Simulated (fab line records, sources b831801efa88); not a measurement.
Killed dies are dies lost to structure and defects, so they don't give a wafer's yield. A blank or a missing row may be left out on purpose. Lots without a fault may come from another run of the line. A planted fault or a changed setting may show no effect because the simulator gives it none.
Chamber matching | flow gf180mcu | GF_CONTACT_CMP_04 on cmp-01: 4 sister chambers
The step polishes SiO2. 8 wafers are shown with their chamber, then 9 later ones without.

WAFERS WITH THEIR CHAMBER
wafer  | chamber | motor_current_A (A) | time_to_endpoint_s (s)
L166.6 | 0       | 11.2                | 106
L169.3 | 2       | 13.1                | 118
L170.1 | 1       | 10.7                | 104
L170.3 | 0       | 11.5                | 103
L170.6 | 2       | 13.6                | 115
L171.2 | 3       | 11.6                | 110
L171.4 | 1       | 11.1                | 110
L171.6 | 3       | 11.5                | 107

WAFERS WITHOUT THEIR CHAMBER
wafer  | motor_current_A (A) | time_to_endpoint_s (s)
L181.1 | 11.6                | 107
L181.3 | 11.4                | 107
L181.5 | 10.7                | 111
L185.1 | 12.4                | 111
L185.2 | 11.5                | 112
L185.3 | 12.0                | 106
L186.3 | 11.0                | 113
L186.4 | 12.1                | 103
L186.5 | 11.5                | 120

WHICH CHAMBER EACH WENT THROUGH
wafer  | from the rows above          | in truth
L181.1 | can't be placed: 3 or 0      | 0
L181.3 | can't be placed: 3 or 0 or 1 | 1
L181.5 | can't be placed: 1 or 0 or 3 | 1
L185.1 | can't be placed: 3 or 2 or 0 | 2
L185.2 | can't be placed: 3 or 0 or 1 | 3
L185.3 | can't be placed: 3 or 0      | 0
L186.3 | can't be placed: 1 or 3 or 0 | 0
L186.4 | can't be placed: 3 or 0      | 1
L186.5 | can't be placed: 3 or 1 or 0 | 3
Placed correctly: 0 of 9. Can't be placed from these rows: 9 (the true chamber is among the candidates in 8). Placed wrongly: 0.
How it was worked out, from the rows above alone: a wafer's distance from a chamber is the root of the sum, over the readings, of the square of ((its reading less the chamber's mean) divided by the reading's scatter). The wafer belongs to the nearest chamber; if the next one is less than 2 further off, it can't be placed. A chamber's mean is the mean of its shown wafers. The scatter: the root of (the sum of the squares of (reading less its chamber's mean) over the shown wafers, divided by (wafers less chambers)).
